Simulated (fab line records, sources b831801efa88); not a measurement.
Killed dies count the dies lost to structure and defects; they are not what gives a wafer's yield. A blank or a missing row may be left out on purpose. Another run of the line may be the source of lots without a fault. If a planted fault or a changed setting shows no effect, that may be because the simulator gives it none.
A lot that was struck, set against a sound lot | flow sky130 | 14 out of 708 route steps
Sound: these wafers, L363.1, L363.5, L363.6. Wafers struck: L379.3, L379.4, L379.5. The cause comes at the end.
At each step with rows: each side's tool, then ch and its chambers, then its first start. Under that, the readings that differ: sound wafers | struck wafers | difference of the means | sigmas: that difference in standard deviations of wafers without a fault.
alike: a reading whose means differ by less than 2 such deviations, as well as words and numbers matching on both sides. not compared: withheld readings; readings where some wafer has no value; bounds like >300 that might hide an equal value; numbers whose values overlap and for which the record gives no deviation.
The two part at a step that has a row with sigmas, a row that says differs or no value, or rows on one side only. Numbers that have no deviation but don't overlap get no sigmas and don't part them. A reading missing from all wafers of one side parts the sides only when that side holds two or more wafers.

SKY_LI_CONTACT_THK_MEAS_23: measures by xrf.
  sound on film metro-02, day 29 06:40; struck on film metro-03, day 34 11:13
  alike: LI_CONTACT_W_THK
SKY_LI_CONTACT_CMP_24: polishes, stops on PSG, t overpolish 20 s, target thk 0 nm.
  sound on cmp-02 ch 0,1,2, day 29 06:52; struck on cmp-02 ch 1,2,3, day 34 11:22
  alike: motor current A, overpolish run s, time to endpoint s
SKY_LOCAL_INTERCONNECT_SPUTTER_00: material TiN, target thk 100 nm, time 83.3 s.
  sound on pvd sputter-02, day 29 07:01; struck on pvd sputter-04, day 34 11:34
  alike: susceptor temp C, throttle valve pct
SKY_LOCAL_INTERCONNECT_RS_MEAS_01: measures by four-point-probe.
  sound on film metro-01, day 29 07:05; struck on film metro-03, day 34 11:40
  alike: LOCAL_INTERCONNECT_TIN_RS
SKY_LOCAL_INTERCONNECT_THK_MEAS_02: measures by xrf.
  sound on film metro-01, day 29 07:13; struck on film metro-03, day 34 11:46
  alike: LOCAL_INTERCONNECT_TIN_THK
then, 7 steps without rows for these wafers: SKY_LOCAL_INTERCONNECT_DEHYDRATE_03 (time 60 s); SKY_LOCAL_INTERCONNECT_HMDS_04 (prime time 60 s); SKY_LOCAL_INTERCONNECT_COAT_05 (resist thk 60 nm); SKY_LOCAL_INTERCONNECT_COAT_06 (resist thk 450 nm); SKY_LOCAL_INTERCONNECT_SOFTBAKE_07 (time 90 s); SKY_LOCAL_INTERCONNECT_EXPOSE_08 (exposes mask LI1M, target cd 170 nm); SKY_LOCAL_INTERCONNECT_PEB_09.
SKY_LOCAL_INTERCONNECT_DEVELOP_10: develop time 60 s.
  sound on litho track-03 ch 0, day 30 08:00; struck on litho track-04, day 35 14:00
  no value came back on the struck wafers for chill plate temp C (C), develop time s (s), resist line temp C (C); on the sound wafers chill plate temp C (C) reads 22.95 23.19 22.99
  reading                                                   | sound             | struck            | difference | sigmas
  model.KrF-thick_of_LOCAL_INTERCONNECT_COAT_06.thk nm (nm) | 437.7 437.5 437.1 | 450.6 450.2 450.6 | +13.0      |
SKY_LOCAL_INTERCONNECT_CD_MEAS_11: the cd target is 170 nm.
  sound on cd sem-02, day 30 08:48; struck on cd sem-02, day 35 14:28
  reading    | sound             | struck | difference                    | sigmas
  cd nm (nm) | 171.9 171.6 171.2 | - - -  | no value on the struck wafers |

## WHERE THEY PART
Earliest at SKY_LOCAL_INTERCONNECT_DEVELOP_10; latest, in this record, at SKY_LOCAL_INTERCONNECT_CD_MEAS_11.

WHY: what had been put in by the simulator
Entire step skipped (litho track-04, SKY_LOCAL_INTERCONNECT_DEVELOP_10), from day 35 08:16 onward. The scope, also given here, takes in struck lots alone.
